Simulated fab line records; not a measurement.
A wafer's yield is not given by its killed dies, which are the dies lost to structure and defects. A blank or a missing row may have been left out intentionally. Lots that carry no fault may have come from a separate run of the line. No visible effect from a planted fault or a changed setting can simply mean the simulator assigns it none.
fab line records    flow sky130
record: lots: 12  wafers: 36  lastDay: 50
route steps=708 shown GATE_OXIDE@200 LDD_N@254 LDD_HVN@274
lots with no fault: from the same line, run without faults
startH: the number of hours between the record's first day and the start of the first shown wafer of the lot    waitH: how many hours have passed since the lot's step before this one    " same as the row above    L1.1+2: several wafers, shown together as one row    - no value, or no start given    * or withheld: withheld    < > ~ a bound
route shown NAME@n: a module of which the file shows steps, and the number in the route of the first    usual: mean/standard deviation taken from wafers without a fault    same: alike in all rows    chamber/n: place in a boat    sites: readings site by site    _std_site: standard deviation of those values    _edge_site: outer sites' mean less inner sites'    radiusMm: how far each site lies from the wafer's centre    mask NAME#n: copy n    behind: the last tool/chamber to shape the wafer    hold: what put the lot on hold/how long, in hours/how the hold closed    device: the n, p or np transistor that did not switch    end of line: at the end of the route, the tests of the same wafers    for a step that has no rows: nothing shown but its recipe    killed: at the first sort, the dies lost to defects and structure; wafer yield is something else    map: a wafer's dies, x killed, . not, _ none there
set.NAME: the run value of the setting; set.NAME@STEP: its run value at that earlier step    model.NAME: the simulator's own value behind a step, which no gauge read
one table for each step of the route and one row for each wafer, over a sample of lots
services: when a tool's chamber went out of use (startH, in hours from the record's first day, below 0 if earlier), for how many hours, and the reason
== steps ==
step: SKY_GATE_OXIDE_STRIP_13
recipe: chemistry: O2/N2  powerW: 1400  pressureMtorr: 1500  platenTempC: withheld  o2FlowSccm: 3000  n2FlowSccm: 300  overashFraction: 0.5
usual: drypumpMotorCurrentA: 5.95/0.28  oesProductAu: 0.715/0.0046  stripTimeToEndpointS: 14.18/0.04
lot.wafer  tool            chamber  startH  waitH  drypumpMotorCurrentA  oesProductAu  rfHoursCounterH  stripTimeToEndpointS
L388.3     plasmaAsher-02  0        313.87  0.0    5.60                  0.711         -                14.15
L388.4     "               1        "       "      6.40                  0.715         -                14.17
L388.6     "               1        "       "      6.39                  0.715         -                14.17
L389.2     plasmaAsher-01  0        319.62  0.0    6.12                  0.710         66               14.22
L389.3     "               0        "       "      6.15                  0.718         -                14.20
L389.5     "               1        "       "      5.90                  0.717         -                14.16
L391.2     plasmaAsher-04  0        327.29  0.0    5.75                  0.718         19               14.17
L391.4     "               1        "       "      5.76                  0.711         -                14.18
L391.5     "               1        "       "      5.79                  0.717         -                14.21
L392.1     plasmaAsher-01  1        336.94  0.0    5.90                  0.719         68               14.12
L392.2     "               0        "       "      6.11                  0.724         68               14.16
L392.3     "               0        "       "      6.11                  0.715         -                14.18
L393.2     plasmaAsher-01  1        345.30  0.0    5.91                  0.723         69               14.22
L393.3     "               0        "       "      6.10                  0.717         -                14.18
L393.5     "               1        "       "      5.91                  0.709         -                14.23
L395.1     plasmaAsher-02  1        364.34  0.0    6.43                  0.716         68               14.17
L395.5     "               0        "       "      5.62                  0.705         -                14.21
L395.6     "               1        "       "      6.39                  0.718         -                14.16
L399.1     plasmaAsher-01  1        394.78  0.0    5.92                  0.714         74               14.16
L399.4     "               0        "       "      6.14                  0.716         -                14.18
L399.5     "               1        "       "      5.91                  0.718         -                14.12
L400.1     plasmaAsher-04  1        406.49  0.0    5.73                  0.712         28               14.18
L400.3     "               0        "       "      5.75                  0.707         -                14.14
L400.4     "               1        "       "      5.74                  0.720         -                14.19
L405.1     plasmaAsher-01  1        450.93  0.0    5.88                  0.715         2                14.20
L405.2     "               0        "       "      6.15                  0.711         2                14.16
L405.3     "               1        "       "      5.90                  0.719         -                14.20
L408.2     plasmaAsher-01  0        471.43  0.0    6.14                  0.715         4                14.18
L408.3     "               1        "       "      5.90                  0.714         -                14.20
L408.4     "               0        "       "      6.13                  0.712         -                14.22
L410.2     plasmaAsher-04  0        492.12  0.0    5.76                  0.722         36               14.17
L410.3     "               1        "       "      5.79                  0.717         -                14.16
L410.5     "               0        "       "      5.76                  0.720         -                14.17
L411.1     plasmaAsher-04  0        497.09  0.0    5.74                  0.717         36               14.22
L411.5     "               1        "       "      5.74                  0.711         -                14.23
L411.6     "               0        "       "      5.72                  0.718         -                14.24
step: SKY_LDD_N_TW_MEAS_17
usual: LDD_N_TW: 2605/16
lot.wafer  tool          chamber  startH  waitH  LDD_N_TW
L388.3     filmMetro-01  -        406.00  0.1    2598
L388.4     "             -        "       "      2593
L388.6     "             -        "       "      2588
L389.2     filmMetro-01  -        412.14  0.1    2602
L389.3     "             -        "       "      2601
L389.5     "             -        "       "      2596
L391.2     filmMetro-04  -        422.79  0.1    2610
L391.4     "             -        "       "      2609
L391.5     "             -        "       "      2597
L392.1     filmMetro-03  -        434.12  0.1    2618
L392.2     "             -        "       "      2631
L392.3     "             -        "       "      2635
L393.2     filmMetro-01  -        443.09  0.1    2593
L393.3     "             -        "       "      2597
L393.5     "             -        "       "      2587
L395.1     filmMetro-03  -        475.68  0.1    2624
L395.5     "             -        "       "      2618
L395.6     "             -        "       "      2601
L399.1     filmMetro-04  -        497.38  0.1    2590
L399.4     "             -        "       "      2596
L399.5     "             -        "       "      2595
L400.1     filmMetro-04  -        508.53  0.1    2623
L400.3     "             -        "       "      2603
L400.4     "             -        "       "      2629
L405.1     filmMetro-04  -        551.18  0.1    2607
L405.2     "             -        "       "      2607
L405.3     "             -        "       "      2624
L408.2     filmMetro-04  -        573.44  0.1    2621
L408.3     "             -        "       "      2609
L408.4     "             -        "       "      2614
L410.2     filmMetro-01  -        591.23  0.1    2580
L410.3     "             -        "       "      2597
L410.5     "             -        "       "      2582
L411.1     filmMetro-01  -        598.18  0.1    2595
L411.5     "             -        "       "      2584
L411.6     "             -        "       "      2582
step: SKY_LDD_HVN_OVL_MEAS_07
usual: LDD_HVN_OVL: -0.9/1.3
lot.wafer  tool        chamber  startH  waitH  LDD_HVN_OVL[nm]
L388.3     overlay-02  -        467.71  0.1    -2.1
L388.4     "           -        "       "      -2.3
L388.6     "           -        "       "      -2.7
L389.2     overlay-02  -        474.65  0.1    1.6
L389.3     "           -        "       "      0.6
L389.5     "           -        "       "      -0.3
L391.2     overlay-02  -        486.04  0.1    -1.3
L391.4     "           -        "       "      -0.2
L391.5     "           -        "       "      1.4
L392.1     overlay-02  -        496.23  0.1    1.3
L392.2     "           -        "       "      -2.7
L392.3     "           -        "       "      0.0
L393.2     overlay-01  -        505.39  0.1    -0.3
L393.3     "           -        "       "      -0.1
L393.5     "           -        "       "      -1.6
L395.1     overlay-02  -        538.58  0.1    -0.3
L395.5     "           -        "       "      -0.4
L395.6     "           -        "       "      -1.5
L399.1     overlay-02  -        559.00  0.1    -3.3
L399.4     "           -        "       "      -1.7
L399.5     "           -        "       "      -1.9
L400.1     overlay-01  -        570.84  0.1    -1.7
L400.3     "           -        "       "      -1.5
L400.4     "           -        "       "      -1.2
L405.1     overlay-01  -        611.94  0.1    -1.8
L405.2     "           -        "       "      -0.7
L405.3     "           -        "       "      -0.7
L408.2     overlay-01  -        632.69  0.1    -1.2
L408.3     "           -        "       "      -0.8
L408.4     "           -        "       "      -2.1
L410.2     overlay-02  -        650.95  0.1    -0.8
L410.3     "           -        "       "      -1.9
L410.5     "           -        "       "      -1.4
L411.1     overlay-01  -        656.90  0.1    -1.2
L411.5     "           -        "       "      -1.4
L411.6     "           -        "       "      -1.9
step: SKY_LDD_HVN_IMPLANT_08
recipe: species: P  energyKev: 60  doseCm2: 3e+13  tiltDeg: 40
usual: endStationPressureTorr: 5.14e-06/2.8e-07  tiltDeg: 39.999/0.021
lot.wafer  tool          chamber  startH  waitH  endStationPressureTorr  tiltDeg
L388.3     implanter-04  0        467.78  0.1    5.35e-06                39.976
L388.4     "             0        "       "      4.45e-06                39.994
L388.6     "             0        "       "      5.84e-06                39.991
L389.2     implanter-01  0        474.71  0.0    5.2e-06                 40.015
L389.3     "             0        "       "      4.97e-06                40.019
L389.5     "             0        "       "      5.35e-06                39.996
L391.2     implanter-04  0        486.09  0.0    5.33e-06                40.014
L391.4     "             0        "       "      4.92e-06                40.024
L391.5     "             0        "       "      5.34e-06                40.052
L392.1     implanter-04  0        496.27  0.0    4.97e-06                39.997
L392.2     "             0        "       "      5.05e-06                40.026
L392.3     "             0        "       "      4.81e-06                40.014
L393.2     implanter-02  0        505.44  0.0    5.07e-06                39.948
L393.3     "             0        "       "      5.43e-06                39.969
L393.5     "             0        "       "      5.09e-06                40.002
L395.1     implanter-04  0        538.62  0.0    4.71e-06                39.977
L395.5     "             0        "       "      5.37e-06                40.015
L395.6     "             0        "       "      5.2e-06                 40.018
L399.1     implanter-04  0        559.03  0.0    4.96e-06                -0.035
L399.4     "             0        "       "      5.47e-06                -0.010
L399.5     "             0        "       "      4.88e-06                0.018
L400.1     implanter-04  0        570.87  0.0    4.87e-06                0.020
L400.3     "             0        "       "      5.17e-06                0.023
L400.4     "             0        "       "      4.99e-06                0.008
L405.1     implanter-02  0        611.97  0.0    5.33e-06                40.034
L405.2     "             0        "       "      5.03e-06                40.021
L405.3     "             0        "       "      5.2e-06                 40.004
L408.2     implanter-01  0        632.75  0.0    5.29e-06                39.980
L408.3     "             0        "       "      5.36e-06                40.014
L408.4     "             0        "       "      5.12e-06                39.991
L410.2     implanter-04  0        651.01  0.0    4.77e-06                39.996
L410.3     "             0        "       "      5.51e-06                40.013
L410.5     "             0        "       "      5.04e-06                40.030
L411.1     implanter-02  0        656.93  0.0    4.93e-06                39.996
L411.5     "             0        "       "      5.28e-06                39.967
L411.6     "             0        "       "      5.94e-06                40.003
step: SKY_LDD_HVN_TW_MEAS_10
usual: LDD_HVN_TW: 1444/7.2
lot.wafer  tool          chamber  startH  waitH  LDD_HVN_TW
L388.3     filmMetro-02  -        468.00  0.1    1428
L388.4     "             -        "       "      1430
L388.6     "             -        "       "      1433
L389.2     filmMetro-01  -        474.94  0.1    1440
L389.3     "             -        "       "      1446
L389.5     "             -        "       "      1445
L391.2     filmMetro-04  -        486.33  0.1    1447
L391.4     "             -        "       "      1446
L391.5     "             -        "       "      1448
L392.1     filmMetro-02  -        496.52  0.1    1435
L392.2     "             -        "       "      1445
L392.3     "             -        "       "      1439
L393.2     filmMetro-02  -        505.68  0.1    1443
L393.3     "             -        "       "      1439
L393.5     "             -        "       "      1439
L395.1     filmMetro-02  -        538.87  0.1    1446
L395.5     "             -        "       "      1446
L395.6     "             -        "       "      1447
L399.1     filmMetro-04  -        559.28  0.1    1295
L399.4     "             -        "       "      1292
L399.5     "             -        "       "      1294
L400.1     filmMetro-01  -        571.12  0.1    1284
L400.3     "             -        "       "      1285
L400.4     "             -        "       "      1284
L405.1     filmMetro-02  -        612.22  0.1    1447
L405.2     "             -        "       "      1449
L405.3     "             -        "       "      1450
L408.2     filmMetro-02  -        632.98  0.1    1436
L408.3     "             -        "       "      1448
L408.4     "             -        "       "      1446
L410.2     filmMetro-04  -        651.24  0.1    1451
L410.3     "             -        "       "      1458
L410.5     "             -        "       "      1459
L411.1     filmMetro-04  -        657.18  0.1    1454
L411.5     "             -        "       "      1444
L411.6     "             -        "       "      1451
== services ==
tool            chamber  startH  hours  kind
implanter-02    -        311.20  4.1    pm
implanter-01    -        350.10  1.4    repair
plasmaAsher-01  -        387.90  1.8    repair
plasmaAsher-01  -        421.25  9.0    pm
plasmaAsher-01  0        421.25  9.0    ventCycle
plasmaAsher-01  1        421.25  9.0    ventCycle
plasmaAsher-01  0        430.25  -      clean
plasmaAsher-01  1        430.25  -      clean
implanter-04    -        432.93  4.0    repair
implanter-04    -        471.64  4.4    repair
implanter-04    -        492.10  2.0    repair
implanter-04    -        500.75  5.0    pm
plasmaAsher-02  -        511.87  14.6   pm
implanter-02    -        532.77  1.0    repair
plasmaAsher-04  -        570.64  15.6   pm
implanter-02    -        586.41  19.1   pm
implanter-01    -        612.25  3.3    pm
plasmaAsher-02  -        616.29  1.5    repair
implanter-02    -        625.89  4.9    repair
implanter-02    -        626.31  4.2    repair
implanter-04    -        635.18  2.4    repair
plasmaAsher-01  -        648.10  1.1    repair
implanter-01    -        653.19  0.6    repair
== key ==
firstSign: step: SKY_LDD_HVN_IMPLANT_08  reading: tiltDeg  direction: down  sigmas: 99+  usual: *  struck: *
effect: step: SKY_LDD_HVN_TW_MEAS_10  reading: LDD_HVN_TW  direction: down  sigmas: 21  usual: 1444  struck: 1289
metAt SKY_LDD_HVN_IMPLANT_08
struckLots L399,L400
testerLeftOut L399,L400
notActingAt SKY_GATE_OXIDE_STRIP_13,SKY_LDD_N_TW_MEAS_17,SKY_LDD_HVN_OVL_MEAS_07
onsetBetween 538.62 559.03
fault: kind: processParameterDrift  tool: implanter-04  chamber: -  onsetH: 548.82  steps: SKY_LDD_HVN_IMPLANT_08  channel: tiltDeg  offset: *  shape: step  endH: 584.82  actsIn: *  stated: *
testerLeftOut: of these lots the tester's yield and bins aren't shown, on N5 and GAA mostly nor the transistor test; their killed dies are dies lost to structure and defects alone, not to doping, threshold or leakage, so they don't give the yield
